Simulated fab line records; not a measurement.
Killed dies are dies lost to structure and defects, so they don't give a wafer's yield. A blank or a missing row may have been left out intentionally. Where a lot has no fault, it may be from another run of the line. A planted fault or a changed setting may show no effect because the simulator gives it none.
Chamber matching -- flow sky130 -- cmp-02 running SKY_VIA1_CMP_02: 4 sister chambers
The step polishes SiO2. 8 wafers are shown with their chamber, then 6 later ones without.

WAFERS PAIRED WITH THEIR CHAMBERS
wafer,chamber,motor_current_A (A),retaining_ring_pressure_frac
L908.5,3,10.8,1.000
L911.2,0,15.5,1.001
L913.4,0,15.2,1.002
L914.2,2,12.3,1.006
L914.3,1,12.2,0.997
L914.6,2,12.9,1.001
L922.1,3,11.0,0.998
L922.2,1,13.2,1.009

WAFERS WITH NO CHAMBER GIVEN
wafer,motor_current_A (A),retaining_ring_pressure_frac
L925.2,12.5,1.000
L925.3,12.3,0.999
L925.5,10.6,0.996
L928.2,14.8,0.993
L928.4,10.7,1.001
L928.5,11.8,1.000

WHICH CHAMBER EACH ONE RAN IN
wafer,from the rows above,in truth
L925.2,can't be placed: 2 or 1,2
L925.3,can't be placed: 2 or 1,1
L925.5,3,3
L928.2,0,0
L928.4,3,3
L928.5,can't be placed: 2 or 3 or 1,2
Correct placement for 3 of the 6. Not placeable from these rows: 3 (in 3, the candidates include the true chamber). Wrongly placed: 0.
How it was worked out, from the rows above alone: a wafer's distance from a chamber is the root of the sum, over the readings, of the square of ((its reading less the chamber's mean) divided by the reading's scatter). The wafer belongs to the nearest chamber; if the next one is less than 2 further off, it can't be placed. A chamber's mean is the mean of its shown wafers. The scatter: take each reading less its chamber's mean, square it, sum over the shown wafers, divide by the number of wafers less the number of chambers, and take the root.
